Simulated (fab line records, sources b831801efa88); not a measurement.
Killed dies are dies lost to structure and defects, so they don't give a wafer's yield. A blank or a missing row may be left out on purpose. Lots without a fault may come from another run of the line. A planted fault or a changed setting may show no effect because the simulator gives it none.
Chamber matching | flow gf180mcu | GF_V3_CVD_02 on pecvd-02: 3 sister chambers
The step deposits SiO2 from TEOS, target thk 850 nm, time 94.851 s. 6 wafers are shown with their chamber, then 10 later ones without.

WAFERS WITH THEIR CHAMBER
wafer  | chamber | heater_power_w (W) | rf_fwd_power_W (W)
L078.3 | 1       | 826                | 595.9
L080.4 | 1       | 890                | 596.3
L086.3 | 0       | 582                | 598.6
L086.5 | 2       | 683                | 595.1
L087.2 | 2       | 622                | 596.6
L087.5 | 0       | 618                | 597.0

WAFERS WITHOUT THEIR CHAMBER
wafer  | heater_power_w (W) | rf_fwd_power_W (W)
L087.6 | 641                | 597.5
L091.1 | 680                | 596.6
L091.3 | 846                | 596.1
L091.4 | 725                | 596.1
L093.2 | 822                | 596.7
L093.3 | 661                | 597.9
L093.4 | 694                | 597.8
L097.1 | 750                | 596.4
L097.2 | 647                | 597.8
L097.3 | 539                | 598.8

WHICH CHAMBER EACH WENT THROUGH
wafer  | from the rows above          | in truth
L087.6 | can't be placed: 0 or 2      | 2
L091.1 | can't be placed: 2 or 0      | 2
L091.3 | 1                            | 1
L091.4 | can't be placed: 2 or 1 or 0 | 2
L093.2 | 1                            | 1
L093.3 | can't be placed: 0 or 2      | 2
L093.4 | can't be placed: 2 or 0      | 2
L097.1 | can't be placed: 2 or 1 or 0 | 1
L097.2 | can't be placed: 0 or 2      | 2
L097.3 | 0                            | 0
Placed correctly: 3 of 10. Can't be placed from these rows: 7 (the true chamber is among the candidates in 7). Placed wrongly: 0.
How it was worked out, from the rows above alone: a wafer's distance from a chamber is the root of the sum, over the readings, of the square of ((its reading less the chamber's mean) divided by the reading's scatter). The wafer belongs to the nearest chamber; if the next one is less than 2 further off, it can't be placed. A chamber's mean is the mean of its shown wafers. The scatter: the root of (the sum of the squares of (reading less its chamber's mean) over the shown wafers, divided by (wafers less chambers)).
